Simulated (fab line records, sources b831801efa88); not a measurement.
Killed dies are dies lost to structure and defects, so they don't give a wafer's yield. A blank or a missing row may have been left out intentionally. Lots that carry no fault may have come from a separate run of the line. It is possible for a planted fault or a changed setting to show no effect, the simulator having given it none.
2 desks looking at one fault | flow gf180mcu | numbers are kept per desk, each desk with only its own; the story behind them comes last

## METROLOGY DESK
Lot by lot, what the gauges showed, no matter which tool ran the lot: averages of those sampled wafers that carry a number. If a lot's mean is further than 4 standard deviations from the usual mean, the lot is out of limits and carries the mark OUT (the distance appears in the brackets).
Columns: A = SAB_CVD_00_THK at GF_SAB_THK_MEAS_01, usual 50.1 nm
lot  | first seen here | A
L593 | day 14 18:48    | 49.8
L594 | day 14 20:15    | 49.3
L596 | day 15 14:11    | 50.5
L597 | day 15 19:25    | 50.2
L598 | day 15 21:21    | 51.0
L599 | day 16 08:58    | 50.5
L601 | day 17 04:03    | 50.2
L602 | day 17 23:12    | 49.5
L603 | day 18 01:27    | 50.1
L609 | day 19 18:56    | 50.1
L611 | day 20 13:41    | 49.4
L612 | day 21 05:31    | 49.9
L613 | day 21 07:48    | 50.2
L615 | day 22 01:14    | 49.9
Finding of this desk: none of the 14 lots has anything out of limits.

## TOOL OWNER'S DESK, implanter-02
The tool's own readings at GF_DNWELL_IMPLANT_07: means of the sampled wafers that have a number, for each lot that ran on this tool. If a lot's mean is further than 4 standard deviations from the usual mean, the lot is out of limits and carries the mark OUT (the distance appears in the brackets).
Columns: A = beam-on-s at GF_DNWELL_IMPLANT_07, usual 10.03 s; B = dose-ions-cm2 at GF_DNWELL_IMPLANT_07, usual 9.999e+12
lot  | first seen here | A     | B
L597 | day 3 18:17     | 10.01 | 1.000e+13
L598 | day 3 22:45     | 10.01 | 9.994e+12
L601 | day 4 15:36     | 9.95  | 1.032e+13 (+32) OUT
L603 | day 5 02:25     | 10.11 | 1.032e+13 (+32) OUT
This desk finds L601, L603 out of limits, L601 being first, at day 4 15:36 (dose-ions-cm2 at GF_DNWELL_IMPLANT_07). L597, L598 stayed within limits.

## TAKEN TOGETHER
The tool owner's desk had the chance to raise an alarm at day 4 15:36 on L601, L603.
At the metrology desk, nothing out of limits was observed.
The metrology desk has L601, L603 on record, within its limits.
Of the lots named, all ran GF_DNWELL_IMPLANT_07 on implanter-02.

## WHAT HAD BEEN PUT IN BY THE SIMULATOR
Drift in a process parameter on implanter-02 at GF_DNWELL_IMPLANT_07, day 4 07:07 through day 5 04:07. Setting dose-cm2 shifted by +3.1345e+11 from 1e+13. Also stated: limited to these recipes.
Shown lots that were struck: L601, L603.
Each desk's first reading out of limits, in hours after the fault started: the tool owner's desk, 8.
